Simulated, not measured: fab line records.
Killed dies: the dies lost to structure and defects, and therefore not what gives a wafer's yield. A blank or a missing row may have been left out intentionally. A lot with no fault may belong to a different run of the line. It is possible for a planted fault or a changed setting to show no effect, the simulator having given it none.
Which tool is to blame? | flow gf180mcu | 14 lots with 41 wafers sampled at 2 steps, on a route of 602 steps

WHAT EACH GAUGE READ, for each wafer
GF_V3_THK_MEAS_03.
lot  | measured     | on            | V3_CVD_02_THK (nm)
L477 | day 21 08:29 | film metro-01 | 851 836 861
L478 | day 21 21:08 | film metro-04 | 839 844 845
L479 | day 22 03:20 | film metro-01 | 824 856 845
L483 | day 23 14:24 | film metro-04 | 842 842 854
L484 | day 23 21:40 | film metro-01 | 843 850 444
L485 | day 24 02:03 | film metro-03 | 851 437
L489 | day 25 16:01 | film metro-04 | 850 875 853
L493 | day 26 20:50 | film metro-04 | 849 865 855
L494 | day 27 04:05 | film metro-03 | 846 861 869
L495 | day 27 11:45 | film metro-01 | 844 852 853
L496 | day 28 04:11 | film metro-01 | 841 853 852
L497 | day 28 05:47 | film metro-04 | 852 871 856
L499 | day 28 15:13 | film metro-04 | 827 841 861
L500 | day 28 22:08 | film metro-04 | 821 852 853

WHAT TOOL EACH LOT RAN ON (gives the tool, then ch and the chambers of the sampled wafers, and finally the start)
lot  | GF_V3_CVD_02
L477 | pecvd-01 ch 0,1, day 21 08:25
L478 | pecvd-01 ch 1,2, day 21 21:02
L479 | pecvd-04 ch 0,1,2, day 22 03:16
L483 | pecvd-01 ch 0,2, day 23 14:19
L484 | pecvd-04 ch 1,2, day 23 21:35
L485 | pecvd-04 ch 0,1, day 24 01:59
L489 | pecvd-02 ch 1,2, day 25 15:55
L493 | pecvd-04 ch 1,2, day 26 20:43
L494 | pecvd-02 ch 0,1, day 27 04:01
L495 | pecvd-02 ch 0,1, day 27 11:40
L496 | pecvd-04 ch 0,1,2, day 28 04:06
L497 | pecvd-02 ch 0,1,2, day 28 05:41
L499 | pecvd-04 ch 0,1, day 28 15:08
L500 | pecvd-04 ch 0,1,2, day 28 22:04
- GF_V3_CVD_02: deposits SiO2 from TEOS, target thk 850 nm, time 94.851 s.

WHAT THE TOOLS THEMSELVES READ (means of the sampled wafers that have a number; where no wafer has one, the mark that the record gives instead)
GF_V3_CVD_02.
lot  | tool     | heater power w (W) | run length s (s)
L477 | pecvd-01 | 665                | 122.2
L478 | pecvd-01 | 663                | 122.3
L479 | pecvd-04 | 651                | 122.8
L483 | pecvd-01 | 676                | 122.1
L484 | pecvd-04 | 589                | 107.8
L485 | pecvd-04 | 680                | 100.5
L489 | pecvd-02 | 803                | 123.2
L493 | pecvd-04 | 571                | 122.7
L494 | pecvd-02 | 678                | 123.3
L495 | pecvd-02 | 676                | 123.3
L496 | pecvd-04 | 673                | 123.1
L497 | pecvd-02 | 717                | 123.7
L499 | pecvd-04 | 690                | 122.4
L500 | pecvd-04 | 725                | 122.8

THE ANSWER, worked out from the rows above alone
Rule: usual is defined by the lots themselves. Put in order of their means at a reading, lots are off if they are a third of the lots or fewer, leave a main group of 4 or more, and stand apart from it by a gap of 3 or more times the standard deviation of the main group's means; of several such gaps the widest counts. A main group is skipped when, at the precision printed for the reading in the tables above, its means are all equal. Also off: a lot with no number at a reading for which 4 or more lots have one. Where the step has rows for the other lots, those lots are counted as sound. First the gauges in route order, then the tools' own readings, where a lot's mean is used as printed above. The first step at which some lot is off is used, and at that step the reading that is off furthest; a lot without a number counts as furthest.
Off: L484, L485, at GF_V3_THK_MEAS_03 (V3_CVD_02_THK). The main group has a mean of 850 nm with a standard deviation of 6.8.
A tool fits if, at a process step before that reading, it ran every lot that is off, and no sound lot after the first of them. Not tried: the gauges at GF_V3_THK_MEAS_03; whatever is off there is also off at GF_V3_CVD_02, on other tools, and gauge error can't account for it. Of those tried, none fits.

WHAT THE SIMULATOR HAD PUT IN
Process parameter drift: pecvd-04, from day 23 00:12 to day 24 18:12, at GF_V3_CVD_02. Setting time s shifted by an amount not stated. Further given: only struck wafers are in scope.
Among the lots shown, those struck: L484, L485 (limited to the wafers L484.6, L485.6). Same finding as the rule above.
